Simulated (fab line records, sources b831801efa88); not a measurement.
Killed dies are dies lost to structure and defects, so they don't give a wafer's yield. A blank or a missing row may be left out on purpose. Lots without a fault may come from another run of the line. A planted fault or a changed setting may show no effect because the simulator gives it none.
Which tool did it? | flow gf180mcu | 6 lots, 18 wafers sampled, at 3 steps of a route of 602

WHAT THE GAUGES READ, wafer by wafer
GF_V1_THK_MEAS_01.
lot  | measured     | on            | V1_CVD_00_THK (nm)
L620 | day 18 07:28 | film_metro-03 | 599 601 607
L622 | day 19 08:20 | film_metro-03 | 603 601 611
L626 | day 21 02:08 | film_metro-04 | 609 610 607
L629 | day 21 15:53 | film_metro-04 | 606 607 605
L636 | day 24 02:04 | film_metro-04 | 600 595 598
L639 | day 25 03:07 | film_metro-04 | 605 595 601

WHICH TOOL RAN EACH LOT (tool, then ch and the chambers of the sampled wafers, then the start)
lot  | GF_CONTACT_CVD_02               | GF_CONTACT_CMP_04
L620 | pecvd-01 ch 0,1,2, day 16 05:59 | cmp-01 ch 0,3, day 16 06:07
L622 | pecvd-01 ch 0,1, day 17 06:08   | cmp-01 ch 1,2,3, day 17 06:20
L626 | pecvd-03 ch 0,1, day 18 22:46   | cmp-02 ch 0,2, day 18 22:54
L629 | pecvd-01 ch 0,2, day 19 12:58   | cmp-01 ch 1,2, day 19 13:09
L636 | pecvd-04 ch 0,1,2, day 21 23:49 | cmp-02 ch 0,1,3, day 22 00:02
L639 | pecvd-03 ch 0,1,2, day 23 03:32 | cmp-02 ch 0,1, day 23 03:43
- GF_CONTACT_CVD_02: deposits SiO2 from TEOS, target thk 860 nm, time 95.992 s.
- GF_CONTACT_CMP_04: polishes SiO2.

THE ANSWER, worked out from the rows above alone
Rule: what is usual is taken from the lots themselves. Put in order of their means at a reading, lots are off if they are a third of the lots or fewer, leave a main group of 4 or more, and stand apart from it by a gap of 3 or more times the standard deviation of the main group's means; of several such gaps the widest counts. A main group whose means are all the same, to the digits that the tables above print for the reading, isn't used. A lot without any number at a reading at which 4 lots or more have one is off too. The other lots that the step has rows for count as sound.
No lot is off at any reading shown: from this, nothing can be told.

WHAT THE SIMULATOR HAD PUT IN
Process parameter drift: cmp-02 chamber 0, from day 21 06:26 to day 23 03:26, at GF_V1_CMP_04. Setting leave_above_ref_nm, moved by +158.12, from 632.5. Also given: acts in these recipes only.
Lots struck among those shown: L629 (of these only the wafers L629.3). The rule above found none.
